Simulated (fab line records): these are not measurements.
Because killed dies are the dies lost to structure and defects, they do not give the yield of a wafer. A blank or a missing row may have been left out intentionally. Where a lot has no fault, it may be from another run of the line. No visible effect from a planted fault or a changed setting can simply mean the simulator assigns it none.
Code-filled problem report in 8D (eight disciplines) form | flow gf180mcu | the parts of the form that need people (team, actions taken, sign-off) are left out

1. THE ISSUE
Wafers without a fault read 0.989 a.u., standard deviation 0.0057; oesProductAu at GF_PASSIVATION_ETCH_11 reads a mean of 0.902 a.u. on 3 wafers belonging to 2 lots. That is -15 standard deviations from the usual mean.
The step: etches the open film in CF4/O2, stops on TiN, target depth 2040 nm, time 453.3 s.
Earliest sighting: wafer L314.1 on rieDiel-03 at day 33 04:53. The record has a number at this step for 36 wafers belonging to 12 lots. By rule, "out" or "out of limits" means more than 4 standard deviations away from the usual mean. Any other wafer with a number is counted as sound.

2. WHAT IT IS AND WHAT IT IS NOT
question                    | is                     | is not
which readings at this step | oesProductAu           | drypumpMotorCurrentA
which lots                  | L314, L316             | L299, L303, L306, L307, L308, L310, L311, L315, L318, L319
which wafers of those lots  | L314.1, L316.3, L316.4 | L314.2, L314.3, L316.2
read on which tools         | rieDiel-03             | rieDiel-01, rieDiel-02
when                        | from day 33 04:53      | up to then (23 sound wafers); but 10 sound wafers of L315, L316, L318, L319 came after

3. WHAT RULES OUT EACH SUSPECT
Counting: any tool at a process step up to the reading remains a suspect provided it ran every lot that is out. Sound lots after the first of them don't rule it out here, since some wafers of a struck lot are sound.
- pecvd-03 at GF_MIM_CVD_05 (deposits Si3N4, target thk 42 nm, time 29.086 s): kept. It ran every lot that is out, first L314 (day 29 07:29).
- rieDiel-03 at GF_PASSIVATION_ETCH_11 (etches the open film in CF4/O2, stops on TiN, target depth 2040 nm, time 453.3 s): kept. Ran every lot that is out, first one L314 (day 33 04:53); last sound lot up to then L310 (day 32 07:05). On those wafers its own readings are out: oesProductAu.
- In rieDiel-03 at GF_PASSIVATION_ETCH_11, the wafers that are out were processed in chamber 0 and their sound lot-mates in chambers 1, 2, 3.
Remaining after the count are pecvd-03 at GF_MIM_CVD_05 and rieDiel-03 at GF_PASSIVATION_ETCH_11.

4. THE CAUSE (what the simulator had put in)
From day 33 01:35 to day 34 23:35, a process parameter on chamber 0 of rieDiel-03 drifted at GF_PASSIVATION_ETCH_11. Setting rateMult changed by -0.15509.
Of the 2 suspects that counting leaves, this tool is one.

5. SEQUENCE OF EFFECTS, ordered by route
One row per reading whose mean, taken over the struck wafers that have a number, lies over 3 standard deviations from the usual. Scope: only readings with a usual standard deviation given in the record; hours: median across lots of the time from each lot's start at the first step in this table that gives one to its start at this step; sigmas: change in usual standard deviations.
hours | step                    | reading              | usual      | on struck wafers | change | sigmas
0     | GF_PASSIVATION_ETCH_11  | oesProductAu         | 0.989 a.u. | 0.902            | -0.087 | -15
0     | GF_PASSIVATION_ETCH_11  | throttleValvePct     | 5.969 %    | 5.939            | -0.030 | -3.1
0     | GF_PASSIVATION_STRIP_12 | stripTimeToEndpointS | 32.93 s    | 35.17            | +2.24  | +10
2     | GF_PASSIVATION_PROBE_99 | defectLimitedYield   | 90.2 %     | 72.9             | -17.3  | -12
2     | GF_PASSIVATION_PROBE_99 | killedAtOther        | 0.1        | 79.0             | +78.9  | +99 or more
2     | GF_PASSIVATION_PROBE_99 | killedDies           | 48         | 134              | +86    | +12
2     | GF_PASSIVATION_PROBE_99 | killedOnRim          | 9.3        | 62.0             | +52.7  | +18
2     | GF_PASSIVATION_PROBE_99 | sort_bin_5_function  | 5.7 %      | 22.9             | +17.2  | +16
2     | GF_PASSIVATION_PROBE_99 | sortNPass            | 444        | 358              | -86    | -12
2     | GF_PASSIVATION_PROBE_99 | sortYieldPct         | 90.2 %     | 72.9             | -17.3  | -12
Process steps it contains:
- GF_PASSIVATION_ETCH_11: etches the open film in CF4/O2, stops on TiN, target depth 2040 nm, time 453.3 s.
- GF_PASSIVATION_STRIP_12: strips in O2/N2.
- GF_PASSIVATION_PROBE_99

6. WHAT WOULD HAVE CAUGHT IT SOONER
First out-of-limits reading in this record: day 33 04:53, which is 3 hours after fault onset at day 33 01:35.
